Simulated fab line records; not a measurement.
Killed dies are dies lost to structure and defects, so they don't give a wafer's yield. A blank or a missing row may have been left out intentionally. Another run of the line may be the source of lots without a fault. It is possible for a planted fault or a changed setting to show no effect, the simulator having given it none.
Matching of chambers :: flow sky130 :: 4 sister chambers for SKY_FIELD_ISO_ETCH_15 on rieDiel-03
The step etches the open film in CHF3/O2, stops on Si, target depth 180 nm, time 72 s. 7 wafers are shown with their chamber, then 7 later ones without.

## EACH WAFER AND ITS CHAMBER
wafer: L836.2
chamber: 3
drypumpMotorCurrentA (A): 6.2
oesProductAu (a.u.): 0.947

wafer: L851.6
chamber: 1
drypumpMotorCurrentA (A): 5.9
oesProductAu (a.u.): 0.936

wafer: L852.1
chamber: 1
drypumpMotorCurrentA (A): 6.0
oesProductAu (a.u.): 0.932

wafer: L852.2
chamber: 0
drypumpMotorCurrentA (A): 5.5
oesProductAu (a.u.): 0.939

wafer: L852.3
chamber: 2
drypumpMotorCurrentA (A): 5.8
oesProductAu (a.u.): 0.932

wafer: L853.1
chamber: 2
drypumpMotorCurrentA (A): 5.8
oesProductAu (a.u.): 0.942

wafer: L853.2
chamber: 0
drypumpMotorCurrentA (A): 5.5
oesProductAu (a.u.): 0.932

## WAFERS WHOSE CHAMBER IS MISSING
wafer: L853.4
drypumpMotorCurrentA (A): 6.3
oesProductAu (a.u.): 0.937

wafer: L856.3
drypumpMotorCurrentA (A): 5.7
oesProductAu (a.u.): 0.942

wafer: L856.4
drypumpMotorCurrentA (A): 6.0
oesProductAu (a.u.): 0.955

wafer: L856.6
drypumpMotorCurrentA (A): 6.0
oesProductAu (a.u.): 0.949

wafer: L859.2
drypumpMotorCurrentA (A): 6.2
oesProductAu (a.u.): 0.945

wafer: L859.3
drypumpMotorCurrentA (A): 6.0
oesProductAu (a.u.): 0.944

wafer: L859.4
drypumpMotorCurrentA (A): 5.5
oesProductAu (a.u.): 0.937

## WHICH CHAMBER EACH WENT THROUGH
wafer: L853.4
from the rows above: 3
in truth: 3

wafer: L856.3
from the rows above: 2
in truth: 2

wafer: L856.4
from the rows above: can't be placed: 1 or 3 or 2
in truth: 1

wafer: L856.6
from the rows above: can't be placed: 1 or 3
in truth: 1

wafer: L859.2
from the rows above: 3
in truth: 3

wafer: L859.3
from the rows above: 1
in truth: 1

wafer: L859.4
from the rows above: 0
in truth: 0
Correct placement for 5 of the 7. These rows do not allow placing 2 (true chamber among the candidates in 2). Placed wrongly: 0.
How it was worked out, from the rows above alone: a wafer's distance from a chamber is the root of the sum, over the readings, of the square of ((its reading less the chamber's mean) divided by the reading's scatter). The wafer belongs to the nearest chamber; if the next one is less than 2 further off, it can't be placed. The mean given for a chamber averages the wafers shown for that chamber. How the scatter is found: for the shown wafers, subtract from each reading the mean of its chamber, square and add these, divide the total by (wafers less chambers), then take the root.
